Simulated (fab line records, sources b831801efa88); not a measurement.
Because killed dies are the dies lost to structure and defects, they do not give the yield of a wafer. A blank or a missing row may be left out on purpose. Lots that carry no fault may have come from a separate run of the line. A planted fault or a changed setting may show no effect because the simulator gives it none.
Split-lot experiment    flow sfq_line    23 wafers read from 5 lots, route of 325 steps

SPLIT DETAILS
At SFQ_TRILAYER_I0_VIA_LITHO_COAT_036 (resist thk 62 nm), the setting resist_thk_nm was moved away from the recipe's 62 nm on 8 of the 23 wafers read, by -3.2% to +5.7%. The other wafers ran this setting at the recipe's value.

The split's own step is where the reading is taken.

THE READING
BARC_of_TRILAYER_I0_VIA_LITHO_COAT_036.thk_nm (the simulator's own value, which no gauge read), in nm, at SFQ_TRILAYER_I0_VIA_LITHO_COAT_036 (resist thk 62 nm). There is no usual value for it anywhere in the file. The 15 wafers here that ran the recipe average 62.07 nm, standard deviation 0.091 nm.

wafer   tool, chamber at the split  resist_thk_nm as run, nm  against the recipe  BARC_of_TRILAYER_I0_VIA_LITHO_COAT_036.thk_nm, nm  against lot-mates on the recipe
L077.1  litho_track-04, 0           62                        recipe              61.96                                              -
L077.3  litho_track-04, 0           62                        recipe              61.96                                              -
L077.2  litho_track-04, 0           62                        recipe              62.15                                              -
L077.4  litho_track-04, 0           62                        recipe              61.98                                              -
L077.6  litho_track-04, 0           62                        recipe              61.95                                              -
L078.1  litho_track-03, 0           62                        recipe              62.03                                              -
L078.2  litho_track-03, 0           65.54                     +5.7%               65.67                                              +3.61
L078.3  litho_track-03, 0           62                        recipe              61.98                                              -
L078.5  litho_track-03, 0           65.54                     +5.7%               65.57                                              +3.51
L078.6  litho_track-03, 0           62                        recipe              62.16                                              -
L079.1  litho_track-03, 0           60.07                     -3.1%               60.2                                               -1.91
L079.2  litho_track-03, 0           60.07                     -3.1%               60.1                                               -2.02
L079.3  litho_track-03, 0           62                        recipe              62.13                                              -
L079.4  litho_track-03, 0           62                        recipe              62.1                                               -
L079.6  litho_track-03, 0           60.07                     -3.1%               60.28                                              -1.84
L082.1  litho_track-04, 0           62                        recipe              61.99                                              -
L082.3  litho_track-04, 0           60                        -3.2%               60.19                                              -1.88
L082.4  litho_track-04, 0           60                        -3.2%               60.22                                              -1.85
L082.5  litho_track-04, 0           62                        recipe              62.15                                              -
L082.6  litho_track-04, 0           60                        -3.2%               59.97                                              -2.10
L084.1  litho_track-01, 0           62                        recipe              62.11                                              -
L084.4  litho_track-01, 0           62                        recipe              62.21                                              -
L084.5  litho_track-01, 0           62                        recipe              62.19                                              -

FIT RESULTS
A straight line over all 23 wafers: BARC_of_TRILAYER_I0_VIA_LITHO_COAT_036.thk_nm changes by +0.613 nm for each +1% of resist_thk_nm; r = +1.00; the points scatter about the line by 0.095 nm.
The same after taking each lot's own level away (the mean of its wafers on the recipe; 23 wafers): +0.618 nm for each +1%; r = +1.00; scatter 0.079 nm.
Per that fit: largest resist_thk_nm move, reading shift of 3.5 nm.
Across the lots, their own levels run from 62.000 to 62.170 nm, a range of 1.9 times the standard deviation given above.
Hence the lot-to-lot level has little effect on the slope; both slopes agree.
Check: for one of the wafers moved furthest among these (+5.7%), held out of the fit, the line's prediction against its lot-mates is +3.5 nm. Against them it came out at +3.61 nm.

THE OTHER SPLITS THESE WAFERS WENT THROUGH
Note: prior to the reading, these wafers also went through further splits. Each is held against what the fit with the lots' levels taken away leaves over:
other split on the same wafers                    wafers away from the commonest value  r with BARC_of_TRILAYER_I0_VIA_LITHO_COAT_036.thk_nm (lot level and that fit taken away)
SFQ_TRILAYER_INCOMING_OXIDATION_002 ox_time_s     15                                    +0.14
SFQ_TRILAYER_L0_LITHO_COAT_005 resist_thk_nm      9                                     +0.09
SFQ_TRILAYER_L0_ETCH_METAL_ETCH_008 icp_w         9                                     +0.20
SFQ_TRILAYER_L0_VIA_LITHO_COAT_013 resist_thk_nm  10                                    +0.05
SFQ_TRILAYER_L0_VIA_LITHO_PEB_016 peb_temp_c      3                                     -0.24
SFQ_TRILAYER_M0_DEP_SPUTTER_019 time_s            10                                    +0.16
SFQ_TRILAYER_M0_LITHO_COAT_021 spin_rpm           8                                     +0.23

THE FILE'S OWN FIT
BARC_of_TRILAYER_I0_VIA_LITHO_COAT_036.thk_nm changes by +0.619 nm for each +1% of resist_thk_nm, r = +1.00.
